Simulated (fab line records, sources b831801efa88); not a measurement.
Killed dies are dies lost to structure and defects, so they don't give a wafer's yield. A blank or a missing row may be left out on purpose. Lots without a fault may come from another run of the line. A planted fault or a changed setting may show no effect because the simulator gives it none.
One fault seen from 2 desks | flow sky130 | each desk has only its own numbers; what lay behind them comes last

THE METROLOGY DESK
What the gauges read, lot by lot, whatever tool the lot ran on: means of the sampled wafers that have a number. A lot is out of limits, marked OUT, if its mean lies more than 4 standard deviations from the usual mean; the brackets give that distance.
Columns: A = FIELD_ISO_OXIDATION_01_THK at SKY_FIELD_ISO_THK_MEAS_23, usual 9.91 nm; B = PWDE_TW at SKY_PWDE_TW_MEAS_10, usual 374; C = NWELL_2_TW at SKY_NWELL_TW_MEAS_26, usual 497
lot  | first seen here | A     | B   | C
L371 | day 2 12:33     | 9.63  | 372 | 500
L370 | day 2 12:34     | 9.87  | 374 | 503
L372 | day 2 22:20     | 10.08 | 371 | 502
L375 | day 3 12:30     | 9.92  | 375 | 500
L376 | day 3 20:31     | 9.81  | 374 | 497
L377 | day 3 21:04     | 9.96  | 370 | 497
L378 | day 4 05:20     | 10.16 | 378 | 499
L379 | day 4 09:31     | 10.14 | 376 | 497
L380 | day 4 11:38     | 9.79  | 376 | 492
L381 | day 4 17:39     | 9.64  | 379 | 459 (-8.8) OUT
L382 | day 4 21:40     | 10.00 | 377 | 454 (-10) OUT
L392 | day 7 01:53     | 10.13 | 369 | 502
This desk's finding: out of limits on L381, L382; first on L381, day 8 04:49 (NWELL_2_TW at SKY_NWELL_TW_MEAS_26). In limits: L371, L370, L372, L375, L376, L377, L378, L379, L380, L392.

THE TOOL OWNER'S DESK: implanter-01
The tool's own readings at SKY_NWELL_IMPLANT_24: means of the sampled wafers that have a number, for each lot that ran on this tool. A lot is out of limits, marked OUT, if its mean lies more than 4 standard deviations from the usual mean; the brackets give that distance.
Columns: A = beam_on_s at SKY_NWELL_IMPLANT_24, usual 9.99 s; B = dose_ions_cm2 at SKY_NWELL_IMPLANT_24, usual 9.199e+12; C = faraday_current_uA at SKY_NWELL_IMPLANT_24, usual 51.9
lot  | first seen here | A              | B         | C
L370 | day 6 02:24     | 10.03          | 9.202e+12 | 51.6
L372 | day 6 10:43     | 10.06          | 9.201e+12 | 51.6
L378 | day 7 14:31     | 10.03          | 9.205e+12 | 51.7
L379 | day 7 20:50     | 10.33          | 9.207e+12 | 50.2
L381 | day 8 04:34     | 7.57 (-13) OUT | 9.204e+12 | 68.7 (+18) OUT
L382 | day 8 07:26     | 7.65 (-13) OUT | 9.194e+12 | 67.6 (+17) OUT
This desk's finding: out of limits on L381, L382; first on L381, day 8 04:34 (beam_on_s at SKY_NWELL_IMPLANT_24). In limits: L370, L372, L378, L379.

PUT TOGETHER
The tool owner's desk could have raised an alarm at day 8 04:34, on L381, L382.
The metrology desk could have raised an alarm at day 8 04:49, on L381, L382.
Of the lots named, all ran SKY_NWELL_IMPLANT_24 on implanter-01.

WHAT THE SIMULATOR HAD PUT IN
Process parameter drift: implanter-01, from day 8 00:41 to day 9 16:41, at SKY_NWELL_IMPLANT_24. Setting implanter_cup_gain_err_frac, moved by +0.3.
Lots struck among those shown: L381, L382.
Hours from the fault's start to each desk's first reading out of limits: the tool owner's desk, 4; the metrology desk, 4.
